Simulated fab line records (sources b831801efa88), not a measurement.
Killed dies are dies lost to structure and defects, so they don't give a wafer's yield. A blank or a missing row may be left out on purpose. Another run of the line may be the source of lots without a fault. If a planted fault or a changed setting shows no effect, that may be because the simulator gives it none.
The same fault as seen by 2 desks	flow gf180mcu	every desk sees just its own numbers, and what lay behind them comes last

AT THE METROLOGY DESK
What the gauges read, lot by lot, whatever tool the lot ran on: means of the sampled wafers that have a number. A lot is out of limits, marked OUT, if its mean lies more than 4 standard deviations from the usual mean; the brackets give that distance.
Columns: A = CONTACT_W_RS at GF_CONTACT_RS_MEAS_25, usual 0.386 ohm/sq; B = CONTACT_W_THK at GF_CONTACT_THK_MEAS_26, usual 290.4 nm; C = M4_OVL at GF_M4_OVL_MEAS_15, usual -1 nm
lot	first seen here	A	B	C
L771	day 16 18:31	0.387	290.1	-4
L772	day 17 03:21	0.388	291.3	4
L774	day 17 21:23	0.383	296.0	5
L777	day 18 21:27	0.387	288.3	-4
L778	day 19 04:00	0.389	288.7	-8
L779	day 19 09:55	0.387	289.4	-1
L780	day 19 22:58	0.386	290.8	-5
L781	day 20 03:52	0.442 (+16) OUT	255.3 (-12) OUT	3
L782	day 20 13:24	0.410 (+6.6) OUT	274.8 (-5.4) OUT	-5
L791	day 23 14:58	0.385	288.2	-7
L792	day 24 10:05	0.384	293.3	9
L793	day 24 12:02	0.384	291.5	8
This desk's finding: out of limits on L781, L782; first on L781, day 20 03:52 (CONTACT_W_RS at GF_CONTACT_RS_MEAS_25). Within limits: L771, L772, L774, L777, L778, L779, L780, L791, L792, L793.

TOOL OWNER'S DESK, cvd-w-02
The tool's own readings at GF_CONTACT_CVD_24 (deposits W, target thk 300 nm, time 90.339 s): means of the sampled wafers that have a number, for each lot that ran on this tool. A lot is out of limits, marked OUT, if its mean lies more than 4 standard deviations from the usual mean; the brackets give that distance.
Columns: A = heater-power-w at GF_CONTACT_CVD_24, usual 815 W; B = susceptor-temp-C at GF_CONTACT_CVD_24, usual 399.98 C
lot	first seen here	A	B
L777	day 18 21:20	785	400.02
L779	day 19 09:47	808	399.88
L780	day 19 22:52	820	400.06
L781	day 20 03:46	776	392.80 (-30) OUT
L782	day 20 13:18	762	396.66 (-14) OUT
L791	day 23 14:51	789	399.88
This desk finds L781, L782 out of limits, L781 being first, at day 20 03:46 (susceptor-temp-C at GF_CONTACT_CVD_24). Within limits: L777, L779, L780, L791.

PUT TOGETHER
The tool owner's desk had the chance to raise an alarm at day 20 03:46 on L781, L782.
An alarm was possible from the metrology desk at day 20 03:52, on L781, L782.
Every lot named ran GF_CONTACT_CVD_24 on cvd-w-02.

WHAT THE SIMULATOR PUT IN
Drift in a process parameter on cvd-w-02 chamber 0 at GF_CONTACT_CVD_24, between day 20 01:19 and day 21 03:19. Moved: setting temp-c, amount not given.
Struck lots among those shown: L781, L782.
Counting hours from when the fault started, the first reading out of limits came at 2 for the tool owner's desk and at 3 for the metrology desk.
